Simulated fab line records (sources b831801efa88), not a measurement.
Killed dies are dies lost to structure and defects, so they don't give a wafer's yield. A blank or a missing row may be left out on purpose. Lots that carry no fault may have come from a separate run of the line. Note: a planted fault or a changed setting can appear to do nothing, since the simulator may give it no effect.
Commonality check across tools | flow gf180mcu | Lots sampled 14, wafers sampled 42

== WHAT PROMPTED THE OPENING ==
2 of 14 lots carry a flag on the reading M4_ALCU_THK at GF_M4_THK_MEAS_06. No-fault wafers: 446 nm, standard deviation 5.9.
Rule: a lot is flagged in two cases, either no wafer of it has a number, or all its wafers with numbers fall more than 4 standard deviations from that mean. All remaining lots are regarded as sound.

lot  | measured     | on           | M4_ALCU_THK (nm), wafer by wafer | flag
L151 | day 23 01:20 | filmMetro-01 | 438 443 444                      | 
L153 | day 23 23:05 | filmMetro-02 | 441 451 434                      | 
L156 | day 25 01:58 | filmMetro-01 | 448 453 449                      | 
L160 | day 26 18:43 | filmMetro-01 | 496 499 497                      | FLAGGED
L161 | day 26 19:37 | filmMetro-02 | 506 497 500                      | FLAGGED
L163 | day 27 13:25 | filmMetro-02 | 445 449 447                      | 
L164 | day 27 15:14 | filmMetro-01 | 441 432 444                      | 
L165 | day 28 00:52 | filmMetro-01 | 445 451 446                      | 
L166 | day 28 07:49 | filmMetro-02 | 442 448 444                      | 
L167 | day 28 16:02 | filmMetro-01 | 444 449 441                      | 
L169 | day 28 22:30 | filmMetro-02 | 446 450 448                      | 
L170 | day 29 06:59 | filmMetro-01 | 451 451 443                      | 
L171 | day 29 08:51 | filmMetro-01 | 451 446 446                      | 
L172 | day 29 17:01 | filmMetro-02 | 442 439 440                      | 
The mean of the flagged lots' numbers is 499 nm, +53 nm from the usual (+9 standard deviations).

== LOT BY LOT: THE TOOL USED ==
The record holds 3 process steps before the reading, out of a route of 602 steps. Every cell lists first the tool, next ch and the chambers used by the sampled wafers, and last the start.
lot  | flag    | GF_M2_SPUTTER_00            | GF_V3_CVD_02                    | GF_M4_SPUTTER_04
L151 |         | pvdSputter-02, day 18 18:27 | pecvd-03 ch 0,1,2, day 21 23:29 | pvdSputter-01, day 23 01:11
L153 |         | pvdSputter-01, day 19 18:16 | pecvd-02 ch 0,1,2, day 22 22:07 | pvdSputter-01, day 23 22:56
L156 |         | pvdSputter-03, day 20 23:47 | pecvd-01 ch 0,1,2, day 24 00:46 | pvdSputter-01, day 25 01:48
L160 | FLAGGED | pvdSputter-03, day 22 20:52 | pecvd-03 ch 1,2, day 25 19:31   | pvdSputter-02, day 26 18:31
L161 | FLAGGED | pvdSputter-03, day 22 19:32 | pecvd-03 ch 1,2, day 25 20:13   | pvdSputter-02, day 26 19:26
L163 |         | pvdSputter-02, day 23 19:21 | pecvd-03 ch 1,2, day 26 14:28   | pvdSputter-02, day 27 13:14
L164 |         | pvdSputter-01, day 23 20:05 | pecvd-03 ch 1,2, day 26 16:34   | pvdSputter-02, day 27 15:05
L165 |         | pvdSputter-03, day 24 06:59 | pecvd-03 ch 1,2, day 27 02:26   | pvdSputter-03, day 28 00:41
L166 |         | pvdSputter-01, day 24 16:42 | pecvd-01 ch 0,1, day 27 10:30   | pvdSputter-03, day 28 07:38
L167 |         | pvdSputter-03, day 24 23:12 | pecvd-01 ch 0,1,2, day 27 17:58 | pvdSputter-03, day 28 15:52
L169 |         | pvdSputter-03, day 25 08:36 | pecvd-02 ch 0,1,2, day 28 00:52 | pvdSputter-02, day 28 22:20
L170 |         | pvdSputter-03, day 25 17:04 | pecvd-03 ch 1,2, day 28 09:45   | pvdSputter-02, day 29 06:50
L171 |         | pvdSputter-02, day 25 19:36 | pecvd-03 ch 1, day 28 11:27     | pvdSputter-01, day 29 08:41
L172 |         | pvdSputter-02, day 26 03:32 | pecvd-02 ch 0,2, day 28 19:19   | pvdSputter-02, day 29 16:50
What the steps here do:
- GF_M2_SPUTTER_00: material Ti, target thk 37.5 nm, time 150 s.
- GF_V3_CVD_02: deposits SiO2 from TEOS, target thk 850 nm, time 94.851 s.
- GF_M4_SPUTTER_04: material TiN, target thk 50 nm, time 41.7 s.
- GF_M4_THK_MEAS_06: measures by xrf.

== FLAGGED OVER TOTAL, TOOL BY TOOL (the gauges that took the reading come last) ==
step              | tool          | lots run | flagged | share of the flagged lots | sound lots run after its first flagged lot
GF_M2_SPUTTER_00  | pvdSputter-01 | 3        | 0       | none                      | -
GF_M2_SPUTTER_00  | pvdSputter-02 | 4        | 0       | none                      | -
GF_M2_SPUTTER_00  | pvdSputter-03 | 7        | 2       | all                       | 4 (L165,L167,L169,L170)
GF_V3_CVD_02      | pecvd-01      | 3        | 0       | none                      | -
GF_V3_CVD_02      | pecvd-02      | 3        | 0       | none                      | -
GF_V3_CVD_02      | pecvd-03      | 8        | 2       | all                       | 5 (L163,L164,L165,L170,L171)
GF_M4_SPUTTER_04  | pvdSputter-01 | 4        | 0       | none                      | -
GF_M4_SPUTTER_04  | pvdSputter-02 | 7        | 2       | all                       | 5 (L163,L164,L169,L170,L172)
GF_M4_SPUTTER_04  | pvdSputter-03 | 3        | 0       | none                      | -
GF_M4_THK_MEAS_06 | filmMetro-01  | 8        | 1       | some                      | 5 (L164,L165,L167,L170,L171)
GF_M4_THK_MEAS_06 | filmMetro-02  | 6        | 1       | some                      | 4 (L163,L166,L169,L172)

== WHAT THE TABLE ALLOWS ==
3 rows of the table ran every flagged lot: pvdSputter-03 at GF_M2_SPUTTER_00, pecvd-03 at GF_V3_CVD_02, pvdSputter-02 at GF_M4_SPUTTER_04.
- pvdSputter-03 at GF_M2_SPUTTER_00 ran 7 lots, 2 of them flagged. Sound lots followed the first flagged one (L165, L167, L169, L170) on it, something a lasting fault affecting the whole tool could not allow.
- pecvd-03 at GF_V3_CVD_02 ran 8 lots, 2 of them flagged. Sound lots followed the first flagged one (L163, L164, L165, L170, L171) on it, something a lasting fault affecting the whole tool could not allow.
- pvdSputter-02 at GF_M4_SPUTTER_04 ran 7 lots, 2 of them flagged. Sound lots followed the first flagged one (L163, L164, L169, L170, L172) on it, something a lasting fault affecting the whole tool could not allow. On the flagged lots its readings are blank where sound lots have values: cathodeDcPowerW, chamberPressurePa, throttleValvePct.
Every row of the table either missed a flagged lot or ran a sound lot after the first.

== WHAT THE SIMULATOR PUT IN ==
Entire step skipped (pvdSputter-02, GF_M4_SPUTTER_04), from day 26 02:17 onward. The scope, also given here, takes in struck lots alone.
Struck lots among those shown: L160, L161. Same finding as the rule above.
